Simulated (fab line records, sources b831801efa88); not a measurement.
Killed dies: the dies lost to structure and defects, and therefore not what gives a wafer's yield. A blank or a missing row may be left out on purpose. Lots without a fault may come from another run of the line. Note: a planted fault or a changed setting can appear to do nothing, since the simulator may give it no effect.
Which tool is to blame? | flow sky130 | 24 lots with 72 wafers sampled at 4 steps, on a route of 708 steps

== WHAT THE GAUGES SHOWED, per wafer ==
SKY_VIA3_OVL_MEAS_13. Usual: for VIA3_OVL the level is 1 nm and the standard deviation is 4.3.
lot  | measured     | on         | VIA3_OVL (nm) | flag
L074 | day 41 01:50 | overlay-02 | 2 6 6         |
L075 | day 41 05:49 | overlay-02 | 1 -4 0        |
L076 | day 41 09:04 | overlay-01 | 0 3 0         |
L077 | day 42 01:41 | overlay-02 | -4 -1 3       |
L078 | day 42 07:41 | overlay-01 | -1 -5 -2      |
L079 | day 42 08:59 | overlay-01 | 2 5 3         |
L080 | day 42 10:17 | overlay-01 | 6 3 6         |
L081 | day 43 07:05 | overlay-01 | 9 9 7         |
L082 | day 43 09:46 | overlay-01 | -3 -6 -9      |
L083 | day 43 11:29 | overlay-01 | -1 4 5        |
L084 | day 43 17:07 | overlay-01 | 0 13 3        |
L085 | day 44 06:23 | overlay-02 | -1 3 1        |
L086 | day 44 11:50 | overlay-02 | -5 -6 -4      |
L087 | day 44 15:50 | overlay-02 | 0 6 1         |
L088 | day 44 17:11 | overlay-02 | 1 -1 -2       |
L089 | day 45 06:10 | overlay-01 | 3 4 3         |
L090 | day 45 07:19 | overlay-02 | -1 0 1        |
L091 | day 45 14:02 | overlay-01 | 3 5 7         |
L092 | day 45 16:03 | overlay-02 | -7 0 3        |
L093 | day 46 05:46 | overlay-02 | 6 4 6         |
L094 | day 46 06:23 | overlay-01 | -2 3 -7       |
L095 | day 46 21:21 | overlay-02 | 1 -1 5        |
L096 | day 46 22:38 | overlay-02 | -3 -6 -1      |
L097 | day 47 05:34 | overlay-01 | 2 4 5         |

SKY_METAL4_OVL_MEAS_14. Usual: for METAL4_OVL the level is -1 nm and the standard deviation is 6.3.
lot  | measured     | on         | METAL4_OVL (nm) | flag
L074 | day 43 04:49 | overlay-02 | -1 0 -4         |
L075 | day 43 09:25 | overlay-01 | 4 -6 -7         |
L076 | day 43 11:54 | overlay-01 | 2 6 8           |
L077 | day 44 04:51 | overlay-02 | -3 -1 -1        |
L078 | day 44 09:45 | overlay-01 | -1 -1 -7        |
L079 | day 44 10:23 | overlay-01 | 6 6 0           |
L080 | day 44 12:16 | overlay-01 | 5 -2 0          |
L081 | day 45 07:57 | overlay-01 | -1 -6 2         |
L082 | day 45 10:50 | overlay-02 | 5 3 12          |
L083 | day 45 12:11 | overlay-01 | 7 2 1           |
L084 | day 45 17:17 | overlay-01 | -7 -4 -6        |
L085 | day 46 05:38 | overlay-01 | 11 7 13         |
L086 | day 46 09:05 | overlay-02 | -2 -6 -8        |
L087 | day 46 14:23 | overlay-02 | -3 5 -4         |
L088 | day 46 16:11 | overlay-01 | -2 -1 -6        |
L089 | day 47 04:26 | overlay-01 | 2 -1 2          |
L090 | day 47 05:12 | overlay-02 | -9 -6 -5        |
L091 | day 47 11:29 | overlay-01 | -4 -12 -9       |
L092 | day 47 13:00 | overlay-01 | -5 4 1          |
L093 | day 48 03:25 | overlay-01 | -7 -11 -11      |
L094 | day 48 03:41 | overlay-01 | 1 -1 -1         |
L095 | day 48 16:47 | overlay-02 | -7 -14 -13      |
L096 | day 48 17:53 | overlay-02 | 12 10 11        |
L097 | day 49 00:23 | overlay-02 | -6 -3 -7        |

== EACH LOT AND THE TOOL THAT RAN IT (in order: tool; ch and the chambers of the sampled wafers; start) ==
lot  | SKY_CONTACT_SPUTTER_23       | SKY_METAL2_SPUTTER_01
L074 | pvd-sputter-03, day 32 22:20 | pvd-sputter-01, day 35 08:44
L075 | pvd-sputter-04, day 33 02:11 | pvd-sputter-02, day 35 12:52
L076 | pvd-sputter-03, day 33 06:29 | pvd-sputter-04, day 35 17:21
L077 | pvd-sputter-03, day 34 01:41 | pvd-sputter-04, day 36 12:05
L078 | pvd-sputter-03, day 34 05:36 | pvd-sputter-04, day 36 16:32
L079 | pvd-sputter-04, day 34 08:48 | pvd-sputter-02, day 36 18:38
L080 | pvd-sputter-03, day 34 12:48 | pvd-sputter-01, day 36 22:26
L081 | pvd-sputter-04, day 35 09:53 | pvd-sputter-02, day 37 19:24
L082 | pvd-sputter-03, day 35 11:36 | pvd-sputter-01, day 37 21:04
L083 | pvd-sputter-03, day 35 15:53 | pvd-sputter-04, day 38 00:35
L084 | pvd-sputter-04, day 35 22:05 | pvd-sputter-01, day 38 06:27
L085 | pvd-sputter-01, day 36 14:29 | pvd-sputter-02, day 38 23:07
L086 | pvd-sputter-04, day 36 18:08 | pvd-sputter-04, day 39 03:10
L087 | pvd-sputter-04, day 36 23:21 | pvd-sputter-04, day 39 07:31
L088 | pvd-sputter-03, day 36 23:43 | pvd-sputter-02, day 39 08:42
L089 | pvd-sputter-04, day 37 16:10 | pvd-sputter-04, day 39 23:07
L090 | pvd-sputter-04, day 37 18:54 | pvd-sputter-04, day 40 02:33
L091 | pvd-sputter-01, day 38 01:37 | pvd-sputter-04, day 40 09:07
L092 | pvd-sputter-03, day 38 03:01 | pvd-sputter-02, day 40 09:47
L093 | pvd-sputter-04, day 38 16:35 | pvd-sputter-04, day 40 23:46
L094 | pvd-sputter-03, day 38 21:29 | pvd-sputter-01, day 41 03:33
L095 | pvd-sputter-03, day 39 11:59 | pvd-sputter-01, day 41 16:43
L096 | pvd-sputter-01, day 39 12:50 | pvd-sputter-04, day 41 18:13
L097 | pvd-sputter-01, day 39 21:12 | pvd-sputter-01, day 42 03:30
- SKY_CONTACT_SPUTTER_23: material TiN, target thk 20 nm, time 80 s.
- SKY_METAL2_SPUTTER_01: material TiN, target thk 20 nm, time 16.7 s.

== AS READ BY THE TOOLS THEMSELVES (means over the sampled wafers that have a number; for cases with no such wafer, the mark the record gives instead) ==
SKY_CONTACT_SPUTTER_23. Usual: throttle-valve-pct 29.8 %, standard deviation 0.82.
lot  | tool           | throttle-valve-pct (%) | flag
L074 | pvd-sputter-03 | 30.3                   |
L075 | pvd-sputter-04 | 29.4                   |
L076 | pvd-sputter-03 | 29.9                   |
L077 | pvd-sputter-03 | 30.3                   |
L078 | pvd-sputter-03 | 29.8                   |
L079 | pvd-sputter-04 | 29.4                   |
L080 | pvd-sputter-03 | 30.2                   |
L081 | pvd-sputter-04 | 28.9                   |
L082 | pvd-sputter-03 | 30.0                   |
L083 | pvd-sputter-03 | 30.1                   |
L084 | pvd-sputter-04 | 29.4                   |
L085 | pvd-sputter-01 | 29.4                   |
L086 | pvd-sputter-04 | 30.0                   |
L087 | pvd-sputter-04 | 28.8                   |
L088 | pvd-sputter-03 | 30.1                   |
L089 | pvd-sputter-04 | 29.8                   |
L090 | pvd-sputter-04 | 29.8                   |
L091 | pvd-sputter-01 | 29.5                   |
L092 | pvd-sputter-03 | 29.6                   |
L093 | pvd-sputter-04 | 29.6                   |
L094 | pvd-sputter-03 | 29.9                   |
L095 | pvd-sputter-03 | 30.1                   |
L096 | pvd-sputter-01 | 30.3                   |
L097 | pvd-sputter-01 | 29.6                   |

SKY_METAL2_SPUTTER_01. Usual: throttle-valve-pct 29.7 %, standard deviation 0.96.
lot  | tool           | throttle-valve-pct (%) | flag
L074 | pvd-sputter-01 | 30.4                   |
L075 | pvd-sputter-02 | 30.1                   |
L076 | pvd-sputter-04 | 29.3                   |
L077 | pvd-sputter-04 | 29.0                   |
L078 | pvd-sputter-04 | 29.8                   |
L079 | pvd-sputter-02 | 30.4                   |
L080 | pvd-sputter-01 | 30.2                   |
L081 | pvd-sputter-02 | 30.2                   |
L082 | pvd-sputter-01 | 28.5                   |
L083 | pvd-sputter-04 | 29.7                   |
L084 | pvd-sputter-01 | 29.7                   |
L085 | pvd-sputter-02 | 30.4                   |
L086 | pvd-sputter-04 | 30.1                   |
L087 | pvd-sputter-04 | 29.4                   |
L088 | pvd-sputter-02 | 30.4                   |
L089 | pvd-sputter-04 | 29.4                   |
L090 | pvd-sputter-04 | 28.8                   |
L091 | pvd-sputter-04 | 30.0                   |
L092 | pvd-sputter-02 | 30.4                   |
L093 | pvd-sputter-04 | 29.5                   |
L094 | pvd-sputter-01 | 29.6                   |
L095 | pvd-sputter-01 | 29.4                   |
L096 | pvd-sputter-04 | 28.8                   |
L097 | pvd-sputter-01 | 29.3                   |

== THE ANSWER, worked out from the rows above alone ==
Rule: take the mean of a lot's wafers that have a number; if it is more than 3 standard deviations from the usual mean, the lot is off. Also off: a lot with no number at a reading for which 4 or more lots have one. The other lots that the step has rows for count as sound. First the gauges in route order, then the tools' own readings, where a lot's mean is used as printed above. The first step at which some lot is off is used, and at that step the reading that is off furthest; a lot without a number counts as furthest.
No lot is off on any of the readings shown, so nothing can be concluded from this.

== WHAT THE SIMULATOR HAD PUT IN ==
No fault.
